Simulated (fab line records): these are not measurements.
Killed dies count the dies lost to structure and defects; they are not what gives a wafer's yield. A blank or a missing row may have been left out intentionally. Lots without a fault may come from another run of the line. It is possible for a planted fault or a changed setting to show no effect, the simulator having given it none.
Problem report, 8D (eight disciplines) form, completed by code -- flow sfq-line -- the parts of the form that need people (team, actions taken, sign-off) are left out

## 1. THE PROBLEM
Mean of heater-power-total-W at SFQ_TRILAYER_M0_LITHO_PEB_024: 88.84 W across 6 wafers in 2 lots; on wafers with no fault it is 79.15 W (standard deviation 0.068). That is +99 or more standard deviations from the usual mean.
The step: peb time 60 s.
Seen first at day 18 19:58 on litho-track-03, wafer L518.1. The record holds 18 wafers of 6 lots with a number at this step. The rule behind "out" and "out of limits": a value lying over 4 standard deviations away from the usual mean. The other wafers with a number count as sound.

## 2. WHAT THIS IS AND IS NOT
question,is,is not
which readings at this step,"heater-power-total-W, plate-temp-C",-
which lots,"L518, L519","L504, L508, L521, L522"
which wafers of those lots,all that have a number,-
read on which tools,litho-track-03,litho-track-02
when,from day 18 19:58,"up to then (6 sound wafers); but 6 sound wafers of L521, L522 came after"

## 3. SUSPECTS, AND WHAT RULES EACH OUT
Counting: a tool at any process step up to the reading remains a suspect when it ran all the lots that are out and ran no sound lot after the first of those.
- pvd-sputter-06 at SFQ_TRILAYER_M0_DEP_SPUTTER_019 (material Nb, target thk 200 nm, time 133.3 s): ruled out as a lasting fault. Sound lots L521, L522 ran on it after its first lot that is out, L518 (day 13 07:37).
- litho-track-03 at SFQ_TRILAYER_M0_LITHO_PEB_024 (peb time 60 s): kept. Every lot that is out went through it, starting with L518 (day 18 19:58), and after that it ran no sound lot; the last sound lot it ran before then is L504 (day 12 20:41). Out on those wafers are its own readings of heater-power-total-W, plate-temp-C.
The count leaves litho-track-03 at SFQ_TRILAYER_M0_LITHO_PEB_024.

## 4. THE CAUSE (what the simulator had put in)
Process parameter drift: litho-track-03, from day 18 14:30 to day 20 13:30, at SFQ_TRILAYER_M0_LITHO_PEB_024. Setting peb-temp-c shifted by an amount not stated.
Counting left only this tool.

## 5. THE CHAIN OF EFFECTS, in route order
Rows list readings where the struck wafers' mean (over those with a number) sits beyond 3 standard deviations from the usual. Only readings whose record carries a usual standard deviation are examined. hours: median over the lots of the time between each lot's start at the first step of this table that gives one and its start at this step. sigmas: the change, counted in usual standard deviations.
hours,step,reading,usual,on struck wafers,change,sigmas
0,SFQ_TRILAYER_M0_LITHO_PEB_024,heater-power-total-W,79.15 W,88.84,+9.69,+99 or more
0,SFQ_TRILAYER_M0_LITHO_PEB_024,plate-temp-C,114.97 C,125.49,+10.52,+81
Here are the process steps it includes:
- SFQ_TRILAYER_M0_LITHO_PEB_024: peb time 60 s.
Later steps that measure or inspect, where all struck wafers having a row at the step show a number for every such reading and not one has moved that far: SFQ_M0_OVL_MEAS_906.

## 6. HOW IT WOULD HAVE BEEN CAUGHT EARLIER
5 hours passed between the start of the fault at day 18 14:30 and the first reading out of limits in this record, taken at day 18 19:58.
